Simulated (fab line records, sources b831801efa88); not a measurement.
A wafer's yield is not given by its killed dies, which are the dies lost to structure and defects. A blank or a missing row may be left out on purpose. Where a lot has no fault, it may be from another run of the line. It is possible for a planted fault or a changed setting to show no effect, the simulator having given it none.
Matching of chambers / flow gf180mcu / GF_V1_CMP_26 on cmp-01 has 4 sister chambers
The step polishes, stops on SiO2, t overpolish 15 s, target thk 0 nm. 14 wafers are shown with their chamber, then 7 later ones without.

== WAFERS PAIRED WITH THEIR CHAMBERS ==
wafer=L213.3; chamber=2; motor_current_A (A)=10.9; time_to_endpoint_s (s)=84.0; overpolish_run_s (s)=14.993
wafer=L213.4; chamber=1; motor_current_A (A)=10.8; time_to_endpoint_s (s)=80.8; overpolish_run_s (s)=14.985
wafer=L213.5; chamber=3; motor_current_A (A)=12.1; time_to_endpoint_s (s)=83.1; overpolish_run_s (s)=15.006
wafer=L214.1; chamber=2; motor_current_A (A)=11.4; time_to_endpoint_s (s)=82.3; overpolish_run_s (s)=14.992
wafer=L214.3; chamber=1; motor_current_A (A)=12.1; time_to_endpoint_s (s)=80.3; overpolish_run_s (s)=14.993
wafer=L214.5; chamber=0; motor_current_A (A)=10.1; time_to_endpoint_s (s)=80.8; overpolish_run_s (s)=15.002
wafer=L221.2; chamber=1; motor_current_A (A)=10.7; time_to_endpoint_s (s)=84.1; overpolish_run_s (s)=14.998
wafer=L221.3; chamber=2; motor_current_A (A)=11.4; time_to_endpoint_s (s)=86.1; overpolish_run_s (s)=14.994
wafer=L221.4; chamber=3; motor_current_A (A)=11.6; time_to_endpoint_s (s)=85.0; overpolish_run_s (s)=14.998
wafer=L222.1; chamber=2; motor_current_A (A)=11.8; time_to_endpoint_s (s)=85.7; overpolish_run_s (s)=15.001
wafer=L222.3; chamber=0; motor_current_A (A)=10.2; time_to_endpoint_s (s)=85.1; overpolish_run_s (s)=15.009
wafer=L222.6; chamber=1; motor_current_A (A)=11.2; time_to_endpoint_s (s)=85.4; overpolish_run_s (s)=14.981
wafer=L223.2; chamber=0; motor_current_A (A)=9.8; time_to_endpoint_s (s)=82.8; overpolish_run_s (s)=14.984
wafer=L223.3; chamber=1; motor_current_A (A)=11.1; time_to_endpoint_s (s)=79.0; overpolish_run_s (s)=15.001

SIGNATURES, as means of the wafers listed above
reading=motor_current_A; chamber 0=10.033; chamber 1=11.180; chamber 2=11.375; chamber 3=11.850; scatter within a chamber=0.43
reading=time_to_endpoint_s; chamber 0=82.900; chamber 1=81.920; chamber 2=84.525; chamber 3=84.050; scatter within a chamber=2.22
reading=overpolish_run_s; chamber 0=14.99833; chamber 1=14.99160; chamber 2=14.99500; chamber 3=15.00200; scatter within a chamber=0.00838
Rule: for a wafer and a chamber, the distance is found by dividing, reading by reading, the gap between the wafer's reading and the chamber's mean by the reading's scatter, squaring, summing and taking the root. If the next closest chamber is less than 2 further off than the closest, the wafer can't be placed; otherwise it belongs to the closest. How the scatter is found: for the shown wafers, subtract from each reading the mean of its chamber, square and add these, divide the total by (wafers less chambers), then take the root.

== WAFERS WITH NO CHAMBER GIVEN ==
wafer=L223.6; motor_current_A (A)=13.0; time_to_endpoint_s (s)=81.2; overpolish_run_s (s)=14.990
wafer=L232.1; motor_current_A (A)=12.1; time_to_endpoint_s (s)=89.3; overpolish_run_s (s)=14.998
wafer=L232.3; motor_current_A (A)=10.3; time_to_endpoint_s (s)=85.9; overpolish_run_s (s)=14.996
wafer=L232.4; motor_current_A (A)=11.7; time_to_endpoint_s (s)=88.3; overpolish_run_s (s)=14.999
wafer=L234.1; motor_current_A (A)=12.0; time_to_endpoint_s (s)=82.3; overpolish_run_s (s)=15.009
wafer=L234.3; motor_current_A (A)=10.9; time_to_endpoint_s (s)=79.4; overpolish_run_s (s)=14.994
wafer=L234.4; motor_current_A (A)=10.0; time_to_endpoint_s (s)=81.2; overpolish_run_s (s)=15.002

== EACH ONE'S CHAMBER ==
wafer=L223.6; from the rows above=can't be placed: 3 or 2 or 1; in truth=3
wafer=L232.1; from the rows above=can't be placed: 3 or 2 or 1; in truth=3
wafer=L232.3; from the rows above=can't be placed: 0 or 2 or 1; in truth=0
wafer=L232.4; from the rows above=can't be placed: 2 or 3 or 1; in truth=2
wafer=L234.1; from the rows above=can't be placed: 3 or 2 or 1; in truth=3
wafer=L234.3; from the rows above=can't be placed: 1 or 2 or 0 or 3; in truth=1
wafer=L234.4; from the rows above=0; in truth=0
Placed correctly: 1 of 7. Unplaceable from these rows: 6, with the true chamber sitting among the candidates in 6. 0 placed wrongly.
